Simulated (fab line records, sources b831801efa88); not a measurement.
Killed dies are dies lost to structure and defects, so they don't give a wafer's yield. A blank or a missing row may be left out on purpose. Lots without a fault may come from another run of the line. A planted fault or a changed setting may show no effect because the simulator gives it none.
A struck lot beside a sound one | flow sky130 | 23 steps out of a route of 708
Sound: wafers L328.1, L328.2, L328.6. Struck: wafers L326.3, L326.5, L326.6. The cause comes at the end.
At each step with rows: each side's tool, then ch and its chambers, then its first start. Under that, the readings that differ: sound wafers | struck wafers | difference of the means | sigmas: that difference in standard deviations of wafers without a fault.
alike: readings whose means differ by less than 2 such deviations, and words and numbers that are the same on both sides. not compared: withheld readings, readings that some wafer has no value for, bounds like >300 that may hide the same value, and numbers for which the record gives no deviation and whose values overlap.
The two part at a step that has a row with sigmas, a row that says differs or no value, or rows on one side only. Numbers that don't overlap but have no deviation are shown without sigmas and don't part them. A reading that every wafer of one side lacks parts them only if that side has two wafers or more.

first, 6 steps without rows for these wafers: SKY_METAL5_HMDS_08 (prime time 60 s); SKY_METAL5_COAT_09 (resist thk 1800 nm); SKY_METAL5_SOFTBAKE_10 (time 60 s); SKY_METAL5_EXPOSE_11 (exposes mask MM5, target cd 1600 nm); SKY_METAL5_PEB_12; SKY_METAL5_DEVELOP_13 (develop time 60 s).
SKY_METAL5_DESCUM_14: chemistry O2, time 11 s.
  sound on rie_metal-02 ch 0,1, day 49 06:33; struck on rie_metal-01 ch 0,1, day 48 20:06
  alike: chamber_pressure_mTorr, drypump_motor_current_A, he_backside_leak_sccm, oes_product_au
  not compared: rf_hours_counter_h
SKY_METAL5_METAL_ETCH_15: etches the open film in Cl2/BCl3, stops on SiO2, target depth 1260 nm, time 252 s.
  sound on rie_metal-02 ch 0,1, day 49 06:35; struck on rie_metal-01 ch 0,1, day 48 20:12
  alike: chamber_pressure_mTorr, drypump_motor_current_A, he_backside_leak_sccm, oes_product_au, throttle_valve_pct
  not compared: rf_hours_counter_h
SKY_METAL5_STRIP_16: strips in O2/N2.
  sound on plasma_asher-02 ch 0,1, day 49 06:49; struck on plasma_asher-03 ch 0,1, day 48 20:23
  alike: chamber_pressure_mTorr, drypump_motor_current_A, oes_product_au, strip_time_to_endpoint_s
  not compared: rf_hours_counter_h
then, 3 steps without rows for these wafers: SKY_METAL5_STRIP_17 (strips in post etch residue remover, time 1200 s); SKY_METAL5_CLEAN_18 (cleans in IPA, time 180 s); SKY_METAL5_CLEAN_19 (cleans in O3/DIW).
SKY_PASSIVATION_CVD_00: deposits SiO2, target thk 90 nm.
  sound on pecvd-01 ch 1,2, day 49 07:25; struck on pecvd-01 ch 0,1, day 48 21:05
  no value came back on the struck wafers for heater_power_outer_w (W), heater_power_w (W); on the sound wafers heater_power_outer_w (W) reads 351 333 335
SKY_PASSIVATION_CVD_02: deposits Si3N4, target thk 540 nm.
  sound on pecvd-03 ch 0,2, day 49 07:29; struck on pecvd-02 ch 0,1,2, day 48 21:10
  alike: heater_power_outer_w, heater_power_w
then, 7 steps without rows for these wafers: SKY_PASSIVATION_DEHYDRATE_04 (time 60 s); SKY_PASSIVATION_HMDS_05 (prime time 60 s); SKY_PASSIVATION_COAT_06 (resist thk 3000 nm); SKY_PASSIVATION_SOFTBAKE_07; SKY_PASSIVATION_EXPOSE_08 (exposes mask NSM, target cd 3000 nm); SKY_PASSIVATION_PEB_09; SKY_PASSIVATION_DEVELOP_10 (develop time 60 s).
SKY_PASSIVATION_ETCH_11: etches the open film in CF4/O2, stops on AlCu, target depth 725 nm, time 161.1 s.
  sound on rie_diel-01 ch 1,2,3, day 50 00:41; struck on rie_diel-01 ch 0,3, day 49 14:44
  reading                                 | sound             | struck            | difference | sigmas
  oes_product_au (a.u.)                   | 0.972 0.972 0.980 | 0.992 0.990 0.988 | +0.015     | +2
  model.PASSIVATION.feature_depth_nm (nm) | 695.6 701.2 703   | 725 725 725       | +25        |
  model.etch.depth_nm (nm)                | 695.6 701.2 703   | 725 725 725       | +25        |
  alike: chamber_pressure_mTorr, drypump_motor_current_A, throttle_valve_pct
  not compared: rf_hours_counter_h
SKY_PASSIVATION_STRIP_12: strips in O2/N2.
  sound on plasma_asher-02 ch 0,1, day 50 00:47; struck on plasma_asher-01 ch 0,1, day 49 14:52
  alike: chamber_pressure_mTorr, drypump_motor_current_A, oes_product_au, strip_time_to_endpoint_s
  not compared: rf_hours_counter_h

WHERE THEY PART
First at SKY_PASSIVATION_CVD_00; last, within this record, at SKY_PASSIVATION_ETCH_11. Later steps at which nothing parts them and some readings are alike: SKY_PASSIVATION_STRIP_12.

WHY: what the simulator had put in
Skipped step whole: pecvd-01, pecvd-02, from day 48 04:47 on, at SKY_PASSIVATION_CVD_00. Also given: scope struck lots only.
